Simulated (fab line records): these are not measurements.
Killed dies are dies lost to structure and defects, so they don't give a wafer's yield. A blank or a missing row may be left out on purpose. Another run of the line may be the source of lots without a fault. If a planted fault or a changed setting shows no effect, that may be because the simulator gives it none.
Struck lot and sound lot, side by side	flow sky130	15 steps out of a route of 708
Sound: these wafers, L491.1, L491.2, L491.3. Struck: wafers L489.1, L489.2, L489.6. The cause is given at the end.
At each step with rows: each side's tool, then ch and its chambers, then its first start. Under that, the readings that differ: sound wafers	struck wafers	difference of the means	sigmas: that difference in standard deviations of wafers without a fault.
alike: readings whose means differ by less than 2 such deviations, and words and numbers that are the same on both sides. not compared: withheld readings, readings that some wafer has no value for, bounds like >300 that may hide the same value, and numbers for which the record gives no deviation and whose values overlap.
Wherever a step has rows on one side only, a row that says differs or no value, or a row with sigmas, the two part there. When numbers do not overlap yet have no deviation, they are printed without sigmas and do not part them. A reading that every wafer of one side lacks parts them only if that side has two wafers or more.

first, 2 steps without rows for these wafers: SKY_METAL3_PEB_11; SKY_METAL3_DEVELOP_12 (develop time 60 s).
SKY_METAL3_CD_MEAS_13: target cd 300 nm.
  sound: cdSem-02 at day 42 08:40; struck: cdSem-02 at day 41 17:25
  alike: cdNm
SKY_METAL3_OVL_MEAS_14:
  sound: overlay-01 at day 42 08:47; struck: overlay-02 at day 41 17:32
  alike: METAL3_OVL
SKY_METAL3_DESCUM_15: chemistry O2, time 8 s.
  sound on rieMetal-02 ch 0,1, day 42 08:49; struck on rieMetal-01 ch 0,1, day 41 17:34
reading	sound	struck	difference	sigmas
oesProductAu (a.u.)	1.001 0.988 1.004	1.023 1.003 1.027	+0.020	+2
  alike: drypumpMotorCurrentA
  not compared: rfHoursCounterH
SKY_METAL3_ETCH_16: etches BARC in N2/H2, stops on SiO2, time 88.2 s, target depth 60 nm.
  sound on rieMetal-02 ch 0,1, day 42 08:51; struck on rieMetal-01 ch 0,1, day 41 17:36
  alike: drypumpMotorCurrentA, oesProductAu, throttleValvePct
  not compared: rfHoursCounterH
SKY_METAL3_ETCH_17: etches SiO2 in C4F8/O2/Ar, stops on TiN, time 3.9 s, target depth 15 nm.
  sound on rieDiel-04 ch 1,2,3, day 42 08:57; struck on rieDiel-02 ch 0,2,3, day 41 17:42
  alike: oesProductAu
  not compared: rfHoursCounterH
SKY_METAL3_METAL_ETCH_18: etches the open film in Cl2/BCl3, stops on SiO2, target depth 845 nm, time 183.1 s.
  sound on rieMetal-04 ch 1, day 42 08:58; struck on rieMetal-04 ch 0,1, day 41 17:43
  alike: drypumpMotorCurrentA, oesProductAu, throttleValvePct
  not compared: rfHoursCounterH
then, 4 steps without rows for these wafers: SKY_METAL3_STRIP_19 (strips in O2/N2); SKY_METAL3_STRIP_20 (strips in post etch residue remover, time 1200 s); SKY_METAL3_CLEAN_21 (cleans in IPA, time 180 s); SKY_METAL3_CLEAN_22 (cleans in O3/DIW).
SKY_VIA3_HDPCVD_00: deposits SiO2, target thk 1635 nm, time 272.5 s.
  sound on hdpcvd-02 ch 0,1,2, day 42 09:55; struck on hdpcvd-02 ch 0,1,2, day 41 18:49
SKY_VIA3_THK_MEAS_01:
  sound: filmMetro-01 at day 42 10:05; struck: filmMetro-03 at day 41 18:59
reading	sound	struck	difference	sigmas
VIA3_HDPCVD_THK (nm)	1636 1624 1610	3270 3281 3229	+1637	+78
SKY_VIA3_CMP_02: polishes SiO2.
  sound on cmp-01 ch 1,2,3, day 42 10:09; struck on cmp-02 ch 0,2,3, day 41 19:06
  alike: motorCurrentA

WHERE THEY PART
Last at SKY_VIA3_THK_MEAS_01 as far as this record goes, first at SKY_METAL3_DESCUM_15. Later steps at which nothing parts them and some readings are alike: SKY_VIA3_CMP_02.

WHY: what the simulator had put in
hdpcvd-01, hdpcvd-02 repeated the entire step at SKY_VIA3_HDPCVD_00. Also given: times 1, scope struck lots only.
